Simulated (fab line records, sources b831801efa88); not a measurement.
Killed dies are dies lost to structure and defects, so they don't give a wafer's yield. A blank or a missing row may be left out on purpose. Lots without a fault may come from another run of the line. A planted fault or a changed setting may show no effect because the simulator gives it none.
Which tool did it? | flow gf180mcu | 10 lots, 30 wafers sampled, at 3 steps of a route of 602

WHAT THE GAUGES READ, wafer by wafer
GF_MIM_RS_MEAS_10: measures by four-point-probe.
lot  | measured     | on            | MIM_ALCU_RS (ohm/sq)
L813 | day 24 06:58 | film_metro-01 | 0.1608 0.1584 0.1608
L816 | day 25 10:12 | film_metro-03 | 0.1631 0.1654 0.1657
L817 | day 25 22:45 | film_metro-04 | 0.1628 0.1637 0.1641
L824 | day 28 05:48 | film_metro-03 | 0.1755 0.1767 0.1759
L825 | day 28 11:58 | film_metro-03 | 0.1787 0.1768 0.1771
L826 | day 28 18:59 | film_metro-01 | 0.1611 0.1609 0.1618
L827 | day 29 04:21 | film_metro-01 | 0.1591 0.1609 0.1600
L832 | day 30 08:27 | film_metro-01 | 0.1584 0.1588 0.1594
L834 | day 30 23:03 | film_metro-01 | 0.1636 0.1594 0.1631
L836 | day 31 11:58 | film_metro-01 | 0.1601 0.1599 0.1600

WHICH TOOL RAN EACH LOT (tool, then ch and the chambers of the sampled wafers, then the start)
lot  | GF_MIM_SPUTTER_04            | GF_MIM_SPUTTER_08
L813 | pvd_sputter-04, day 24 06:41 | pvd_sputter-03, day 24 06:51
L816 | pvd_sputter-01, day 25 09:55 | pvd_sputter-04, day 25 10:06
L817 | pvd_sputter-01, day 25 22:31 | pvd_sputter-04, day 25 22:41
L824 | pvd_sputter-03, day 28 05:32 | pvd_sputter-04, day 28 05:43
L825 | pvd_sputter-03, day 28 11:44 | pvd_sputter-04, day 28 11:55
L826 | pvd_sputter-04, day 28 18:45 | pvd_sputter-01, day 28 18:55
L827 | pvd_sputter-04, day 29 04:06 | pvd_sputter-03, day 29 04:16
L832 | pvd_sputter-03, day 30 08:10 | pvd_sputter-01, day 30 08:21
L834 | pvd_sputter-04, day 30 22:49 | pvd_sputter-03, day 30 22:59
L836 | pvd_sputter-01, day 31 11:44 | pvd_sputter-03, day 31 11:55
- GF_MIM_SPUTTER_04: material TiN, target thk 50 nm, time 41.7 s.
- GF_MIM_SPUTTER_08: material AlCu, target thk 200 nm, time 10.6 s.

THE ANSWER, worked out from the rows above alone
Rule: what is usual is taken from the lots themselves. Put in order of their means at a reading, lots are off if they are a third of the lots or fewer, leave a main group of 4 or more, and stand apart from it by a gap of 3 or more times the standard deviation of the main group's means; of several such gaps the widest counts. A main group whose means are all the same, to the digits that the tables above print for the reading, isn't used. A lot without any number at a reading at which 4 lots or more have one is off too. The other lots that the step has rows for count as sound.
Off: L824, L825, at GF_MIM_RS_MEAS_10 (MIM_ALCU_RS). The main group: mean 0.1613 ohm/sq, standard deviation 0.0019.
A tool fits if, at a process step before that reading, it ran every lot that is off, and no sound lot after the first of them. The gauges at GF_MIM_RS_MEAS_10 are tried like those tools. Can't be told from this: 2 tools fit, pvd_sputter-04 at GF_MIM_SPUTTER_08, film_metro-03 at GF_MIM_RS_MEAS_10.

WHAT THE SIMULATOR HAD PUT IN
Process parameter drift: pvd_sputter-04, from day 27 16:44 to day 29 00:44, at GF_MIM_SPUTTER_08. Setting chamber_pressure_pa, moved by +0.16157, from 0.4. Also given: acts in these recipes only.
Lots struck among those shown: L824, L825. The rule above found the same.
